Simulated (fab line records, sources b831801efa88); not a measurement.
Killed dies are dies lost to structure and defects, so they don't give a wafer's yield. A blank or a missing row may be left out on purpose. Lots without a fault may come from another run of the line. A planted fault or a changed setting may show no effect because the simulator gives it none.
fab line records | flow sky130
record lots=14 wafers=42 last_day=50
route steps=708 shown SONOS_TUNNEL@158
lots that met no fault: from a run of the same line without faults
start_h: hours from the record's first day to the start of the lot's first wafer shown | wait_h: hours since the lot's step before | " the same as in the row above | L1.1+2: a row that stands for several wafers | - no value, or no start given | * or withheld: withheld | < > ~ a bound
route shown NAME@n: a module of which the file shows steps, and the number in the route of the first | usual: mean/standard deviation of fault-free wafers | same: alike in all rows | chamber/n: place in a boat | sites: the reading at each site | _std_site: their standard deviation | _edge_site: outer sites' mean less inner sites' | radius_mm: how far each site lies from the wafer's centre | mask NAME#n: copy n | behind: the tool/chamber that last shaped the wafer | hold: why the lot was held/for how many hours/how that ended | device: the transistor (n, p or np) that didn't switch | end of line: the same wafers' tests at the end of the route | a step without rows: its recipe alone | killed: dies lost to structure and defects at the first sort, not the wafer's yield | map: a wafer's dies, x killed, . not, _ none there
set.NAME: the setting as run; set.NAME@STEP: as run at that earlier step | model.NAME: the simulator's own value behind a step, which no gauge read
steps of the route over a sample of lots; a table a step, a row a wafer
services: from which hour (start_h, from the record's first day; less than 0 if before it) a tool's chamber was out of use, for how many hours, and why
## steps
# step SKY_SONOS_TUNNEL_EXPOSE_04
# recipe mask_id=TUNM na=0.6 source_shape=conventional sigma_outer=0.6 polarization=unpolarized target_cd_nm=410 dose_mj=136
# usual exposure_dose_mJ_cm2=136.48/0.14 focus_offset_nm=0.1/0.57
# columns lot.wafer tool chamber start_h wait_h mask exposure_dose_mJ_cm2 focus_offset_nm
L815.1 iline_stepper-01 0 232.95 - TUNM#0 136.45 -0.4
L815.2 " 0 " " TUNM#0 136.58 -0.4
L815.6 " 0 " " TUNM#0 136.53 0.3
L816.2 iline_stepper-02 0 240.57 - TUNM#0 136.20 0.4
L816.3 " 0 " " TUNM#0 136.27 0.1
L816.6 " 0 " " TUNM#0 136.45 -0.1
L824.1 iline_stepper-02 - 305.83 - TUNM#0 - -
L824.2 " - " " TUNM#0 - -
L824.3 " - " " TUNM#0 - -
L825.1 iline_stepper-02 - 309.30 - TUNM#0 - -
L825.2 " - " " TUNM#0 - -
L825.5 " - " " TUNM#0 - -
L828.2 iline_stepper-01 0 336.52 - TUNM#0 136.53 0.2
L828.3 " 0 " " TUNM#0 136.25 0.8
L828.6 " 0 " " TUNM#0 136.39 0.7
L829.2 iline_stepper-02 0 340.02 - TUNM#0 136.70 -0.8
L829.3 " 0 " " TUNM#0 136.47 0.2
L829.6 " 0 " " TUNM#0 136.54 -0.4
L830.1 iline_stepper-02 0 352.85 - TUNM#0 136.51 0.4
L830.3 " 0 " " TUNM#0 136.52 0.7
L830.5 " 0 " " TUNM#0 136.42 0.6
L831.2 iline_stepper-02 0 361.02 - TUNM#0 136.40 -0.7
L831.3 " 0 " " TUNM#0 136.43 -0.8
L831.5 " 0 " " TUNM#0 136.45 -0.8
L832.1 iline_stepper-01 0 374.52 - TUNM#0 136.48 0.3
L832.3 " 0 " " TUNM#0 136.59 0.2
L832.4 " 0 " " TUNM#0 136.60 -0.2
L833.2 iline_stepper-02 0 376.10 - TUNM#0 136.58 0.4
L833.3 " 0 " " TUNM#0 136.57 0.6
L833.5 " 0 " " TUNM#0 136.51 0.1
L835.1 iline_stepper-01 0 394.65 - TUNM#0 136.41 -0.5
L835.2 " 0 " " TUNM#0 136.29 -0.6
L835.6 " 0 " " TUNM#0 136.25 0.1
L836.3 iline_stepper-02 0 404.74 - TUNM#0 136.55 0.1
L836.4 " 0 " " TUNM#0 136.36 -0.5
L836.6 " 0 " " TUNM#0 136.57 0.5
L837.2 iline_stepper-02 0 410.17 - TUNM#0 136.53 -1.0
L837.4 " 0 " " TUNM#0 136.33 -0.2
L837.5 " 0 " " TUNM#0 136.37 0.3
L838.1 iline_stepper-01 0 417.80 - TUNM#0 136.38 0.9
L838.3 " 0 " " TUNM#0 136.33 0.4
L838.4 " 0 " " TUNM#0 136.32 1.0
## services
# columns tool chamber start_h hours kind
iline_stepper-02 - 221.94 1.7 pm
iline_stepper-01 - 243.98 1.7 pm
iline_stepper-02 - 415.43 2.5 repair
## key
first_sign step=SKY_SONOS_TUNNEL_EXPOSE_04 reading=tool_record direction=missing
effect none on later readings
met_at SKY_SONOS_TUNNEL_EXPOSE_04
struck_lots L824,L825
later_rows_left_out L824.1,L824.2,L824.3,L825.1,L825.2,L825.5
sort_left_out L824.1,L824.2,L824.3,L825.1,L825.2,L825.5
tester_left_out L824,L825
loop_trim step=SKY_SONOS_TUNNEL_EXPOSE_04 setting=dose lots=L824,L825
onset_between 240.57 305.83
fault kind=skipped_step_whole tool=iline_stepper-02 chamber=- onset_h=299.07 steps=SKY_SONOS_TUNNEL_EXPOSE_04 scope=struck_lots_only
# tester_left_out: of these lots the tester's yield and bins aren't shown, on N5 and GAA mostly nor the transistor test; their killed dies are dies lost to structure and defects alone, not to doping, threshold or leakage, so they don't give the yield
# sort_left_out: the simulated sort isn't trusted on such a fault, so these wafers' sort isn't shown, and their yield isn't known
# later_rows_left_out: the simulator's readings of these wafers behind a module that went badly wrong aren't trusted and aren't shown, but for the sort
# loop_trim: a control loop set the setting to another value than it would have without faults
